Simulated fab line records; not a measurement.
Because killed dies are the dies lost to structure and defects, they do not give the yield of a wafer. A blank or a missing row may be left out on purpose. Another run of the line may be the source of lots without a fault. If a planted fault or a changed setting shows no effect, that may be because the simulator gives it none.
Which tool did it?    flow gf180mcu    13 lots, 39 wafers sampled, at 5 steps of a route of 602

## WHAT THE GAUGES READ, wafer by wafer
GF_HV_LDD_RS_MEAS_53: uses a four-point probe to measure. Usual: for HV_LDD_RS the level is 418.4 ohm/sq and the standard deviation is 0.85.
lot   measured      on             HV_LDD_RS (ohm/sq)  flag
L862  day 12 10:13  film-metro-03  418.4 418.0 418.1   
L863  day 12 13:53  film-metro-02  417.6 418.3 417.4   
L865  day 13 05:11  film-metro-02  418.1 417.5 417.7   
L866  day 13 13:19  film-metro-03  419.1 417.9 420.8   
L867  day 14 03:29  film-metro-04  420.6 420.0 419.8   
L869  day 14 19:02  film-metro-03  416.9 417.8 417.9   
L870  day 15 04:50  film-metro-04  419.2 418.8 418.7   
L873  day 15 22:44  film-metro-04  - - -               OFF
L875  day 16 21:17  film-metro-02  - - -               OFF
L877  day 17 13:29  film-metro-02  418.6 417.5 418.4   
L882  day 18 17:25  film-metro-03  417.6 417.4 418.5   
L883  day 19 03:32  film-metro-03  419.1 418.6 418.7   
L884  day 19 15:05  film-metro-02  418.7 418.3 418.5   

GF_V2_THK_MEAS_03. Usual: for V2_CVD_02_THK the level is 849 nm and the standard deviation is 9.8.
lot   measured      on             V2_CVD_02_THK (nm)  flag
L862  day 19 05:32  film-metro-02  843 851 850         
L863  day 19 09:33  film-metro-03  840 840 854         
L865  day 20 03:53  film-metro-03  851 846 865         
L866  day 20 14:19  film-metro-02  848 849 854         
L867  day 21 06:32  film-metro-03  847 853 848         
L869  day 21 23:10  film-metro-03  850 845 854         
L870  day 22 10:37  film-metro-02  850 844 862         
L873  day 23 04:59  film-metro-03  849 842 858         
L875  day 24 04:11  film-metro-02  852 860 862         
L877  day 24 21:26  film-metro-03  832 858 844         
L882  day 25 22:26  film-metro-04  826 835 840         
L883  day 26 05:31  film-metro-04  854 848 861         
L884  day 26 16:42  film-metro-02  834 843 841         

GF_V4_CD_MEAS_14: the cd target is 260 nm. Usual: cd-nm at 260.0 nm, with a standard deviation of 1.3.
lot   measured      on         cd-nm (nm)         flag
L862  day 24 09:47  cd-sem-02  261.7 260.6 260.9  
L863  day 24 14:54  cd-sem-02  261.6 260.0 261.4  
L865  day 25 06:24  cd-sem-02  260.0 260.9 260.2  
L866  day 25 16:05  cd-sem-01  258.4 259.2 258.4  
L867  day 26 06:59  cd-sem-01  261.1 260.5 260.1  
L869  day 26 20:27  cd-sem-02  260.1 260.3 260.5  
L870  day 27 05:36  cd-sem-01  259.1 258.6 259.0  
L873  day 27 22:03  cd-sem-02  260.1 260.3 260.6  
L875  day 28 17:54  cd-sem-02  256.5 258.5 256.5  
L877  day 29 08:59  cd-sem-01  262.1 261.2 260.8  
L882  day 30 06:50  cd-sem-01  260.1 259.9 259.2  
L883  day 30 12:49  cd-sem-01  260.1 261.6 261.1  
L884  day 30 23:14  cd-sem-01  260.3 259.5 260.2  

## WHICH TOOL RAN EACH LOT (tool, then ch and the chambers of the sampled wafers, then the start)
lot   GF_VT_IMPLANT_STRIP_09                GF_HV_LDD_IMPLANT_35
L862  plasma-asher-04 ch 0,1, day 5 13:36   implanter-03 ch 0, day 11 15:17
L863  plasma-asher-03 ch 0,1, day 6 00:06   implanter-02 ch 0, day 11 18:58
L865  plasma-asher-03 ch 0,1, day 6 07:56   implanter-02 ch 0, day 12 09:07
L866  plasma-asher-03 ch 0,1, day 6 14:06   implanter-03 ch 0, day 12 16:08
L867  plasma-asher-02 ch 0,1, day 7 02:05   implanter-03 ch 0, day 13 06:16
L869  plasma-asher-04 ch 0,1, day 7 11:42   implanter-03 ch 0, day 13 20:55
L870  plasma-asher-04 ch 0,1, day 7 16:32   implanter-02 ch 0, day 14 06:37
L873  plasma-asher-03 ch 0,1, day 8 08:35   implanter-03 ch 0, day 15 00:46
L875  plasma-asher-04 ch 0,1, day 8 22:33   implanter-03 ch 0, day 15 22:19
L877  plasma-asher-04 ch 0,1, day 9 10:02   implanter-02 ch 0, day 16 13:37
L882  plasma-asher-04 ch 0,1, day 10 15:05  implanter-02 ch 0, day 17 16:47
L883  plasma-asher-03 ch 0,1, day 10 21:00  implanter-02 ch 0, day 18 02:43
L884  plasma-asher-03 ch 0,1, day 11 02:53  implanter-02 ch 0, day 18 13:55
- GF_VT_IMPLANT_STRIP_09: strips in O2/N2.
- GF_HV_LDD_IMPLANT_35

## AS READ BY THE TOOLS THEMSELVES (means over the sampled wafers that have a number; for cases with no such wafer, the mark the record gives instead)
GF_VT_IMPLANT_STRIP_09. Usual: drypump-motor-current-A 5.9 A, standard deviation 0.35; heater-power-w 339 W, standard deviation 28; n2-flow-sccm 300.0 sccm, standard deviation 0.91; oes-product-au 0.716 a.u., standard deviation 0.0046; strip-time-to-endpoint-s 12.64 s, standard deviation 0.039.
lot   tool             drypump-motor-current-A (A)  heater-power-w (W)  n2-flow-sccm (sccm)  oes-product-au (a.u.)  strip-time-to-endpoint-s (s)  flag
L862  plasma-asher-04  5.8                          339                 299.8                0.716                  12.68                         
L863  plasma-asher-03  6.2                          326                 299.7                0.723                  12.61                         
L865  plasma-asher-03  6.2                          326                 299.5                0.716                  12.58                         
L866  plasma-asher-03  6.0                          331                 299.6                0.713                  12.69                         
L867  plasma-asher-02  5.7                          329                 300.3                0.719                  12.66                         
L869  plasma-asher-04  5.8                          338                 300.8                0.716                  12.62                         
L870  plasma-asher-04  5.8                          338                 300.6                0.715                  12.67                         
L873  plasma-asher-03  6.0                          330                 300.2                0.723                  12.70                         
L875  plasma-asher-04  5.8                          338                 300.0                0.715                  12.66                         
L877  plasma-asher-04  6.0                          363                 300.1                0.715                  12.64                         
L882  plasma-asher-04  6.0                          362                 299.8                0.714                  12.61                         
L883  plasma-asher-03  6.2                          327                 300.5                0.718                  12.63                         
L884  plasma-asher-03  6.2                          328                 300.3                0.717                  12.62                         

GF_HV_LDD_IMPLANT_35. Usual: beam-energy-keV 59.995, standard deviation 0.02; tilt-deg 29.999 degrees, standard deviation 0.02.
lot   tool          beam-energy-keV  tilt-deg (degrees)  flag
L862  implanter-03  59.984           29.969              
L863  implanter-02  59.993           30.010              
L865  implanter-02  59.985           30.004              
L866  implanter-03  59.975           29.979              
L867  implanter-03  59.984           29.984              
L869  implanter-03  60.005           29.984              
L870  implanter-02  59.990           29.997              
L873  implanter-03  60.003           26.811              OFF
L875  implanter-03  59.995           26.822              OFF
L877  implanter-02  59.996           29.988              
L882  implanter-02  59.968           30.024              
L883  implanter-02  60.024           30.010              
L884  implanter-02  59.999           29.987              

## THE ANSWER, worked out from the rows above alone
Rule: a lot counts as off when the mean over its wafers that have a number is more than 3 standard deviations away from the usual mean. Also off: a lot with no number at a reading for which 4 or more lots have one. Any other lot the step has rows for is counted as sound. First the gauges in route order, then the tools' own readings, where a lot's mean is used as printed above. At the first step where some lot is off, the reading lying furthest off is the one used; lots without a number count as furthest.
Off: L873, L875, at GF_HV_LDD_RS_MEAS_53 (HV_LDD_RS). Without a number there: L873, L875.
A tool fits if, at a process step before that reading, it ran every lot that is off, and no sound lot after the first of them. The gauges at GF_HV_LDD_RS_MEAS_53 aren't tried: what is off there is off at GF_HV_LDD_IMPLANT_35 too, on other tools, and a gauge's error can't cause that. One fits: implanter-03 at GF_HV_LDD_IMPLANT_35. A fault onset in the window from L869 (day 13 20:55, its last sound lot) to L873 (day 15 00:46, its first lot off) fits.
The tool's own readings at GF_HV_LDD_IMPLANT_35 bear it out: on the lots that are off they differ by more than 5 times the standard deviation of the sound lots' means. tilt-deg reads 26.816 degrees there against 29.994 degrees on the sound lots.

## WHAT WAS PUT IN BY THE SIMULATOR
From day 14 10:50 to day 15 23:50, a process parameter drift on implanter-03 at GF_HV_LDD_IMPLANT_35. Setting tilt-deg shifted by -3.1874 from 30. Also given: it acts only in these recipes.
Lots struck among those shown: L873, L875. The rule given above showed the same thing.
